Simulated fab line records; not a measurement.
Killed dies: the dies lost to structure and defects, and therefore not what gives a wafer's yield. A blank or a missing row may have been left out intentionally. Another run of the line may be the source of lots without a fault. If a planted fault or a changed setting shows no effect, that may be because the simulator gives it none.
One fault through the eyes of 2 desks    flow sky130    each desk has only its own numbers; what lay behind them comes last

== THE TOOL OWNER'S DESK: implanter-03 ==
SKY_RES_XHIGH_IMPLANT_07, tool's own readings: per-lot mean of the sampled wafers with a number, covering each lot this tool ran. Any lot whose mean is over 4 standard deviations away from the usual mean is out of limits and marked OUT; that distance is given in the brackets.
Columns: A = dose-ions-cm2 at SKY_RES_XHIGH_IMPLANT_07, usual 3.6e+14
lot   first seen here  A
L843  day 28 15:14     3.6e+14
L849  day 30 03:40     3.6e+14
L850  day 30 11:44     3.6e+14
L852  day 30 22:17     3.6e+14
Result from this desk: across the 4 lots, nothing is out of limits.

== AT THE METROLOGY DESK ==
What the gauges read for every lot (on any tool): the sampled wafers with a number, averaged. Any lot whose mean is over 4 standard deviations away from the usual mean is out of limits and marked OUT; that distance is given in the brackets.
Columns: A = RES_XHIGH_TW at SKY_RES_XHIGH_TW_MEAS_09, usual 1659; B = SD_P_RS at SKY_SD_N_RS_MEAS_17, usual 147.2 ohm/sq; C = RES_XHIGH_RS at SKY_SD_N_RS_MEAS_18, usual 333.3 ohm/sq
lot   first seen here  A                B      C
L838  day 27 01:09     1655             148.0  332.5
L841  day 27 17:02     1648             147.1  332.6
L839  day 27 18:08     1658             147.2  333.6
L843  day 28 15:29     1649             147.3  335.4
L844  day 28 22:52     1661             147.0  332.1
L849  day 30 03:53     1662             147.6  334.9
L850  day 30 11:59     1653             147.4  341.4 (+7.4) OUT
L852  day 30 22:32     1624 (-4.8) OUT  146.7  348.8 (+14) OUT
L856  day 32 13:29     1669             147.0  332.8
L858  day 33 13:47     1661             147.3  334.4
L861  day 34 07:00     1651             146.9  333.1
This desk finds L850, L852 out of limits, with the earliest case on L852 at day 30 22:32 (RES_XHIGH_TW at SKY_RES_XHIGH_TW_MEAS_09). Within limits: L838, L841, L839, L843, L844, L849, L856, L858, L861.

== BROUGHT TOGETHER ==
The metrology desk could have raised an alarm at day 30 22:32, on L850, L852.
Nothing out of limits was seen by the tool owner's desk.
The tool owner's desk has L850, L852 on record, within its limits.
SKY_RES_XHIGH_IMPLANT_07 was run on implanter-03 by each of the lots named.

== WHAT THE SIMULATOR HAD INSERTED ==
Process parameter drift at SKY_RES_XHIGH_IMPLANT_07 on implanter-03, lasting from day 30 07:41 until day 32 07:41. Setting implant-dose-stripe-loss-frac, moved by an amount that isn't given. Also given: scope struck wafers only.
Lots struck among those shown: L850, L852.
Delay in hours, fault start to first out-of-limits reading, per desk: metrology desk 15.
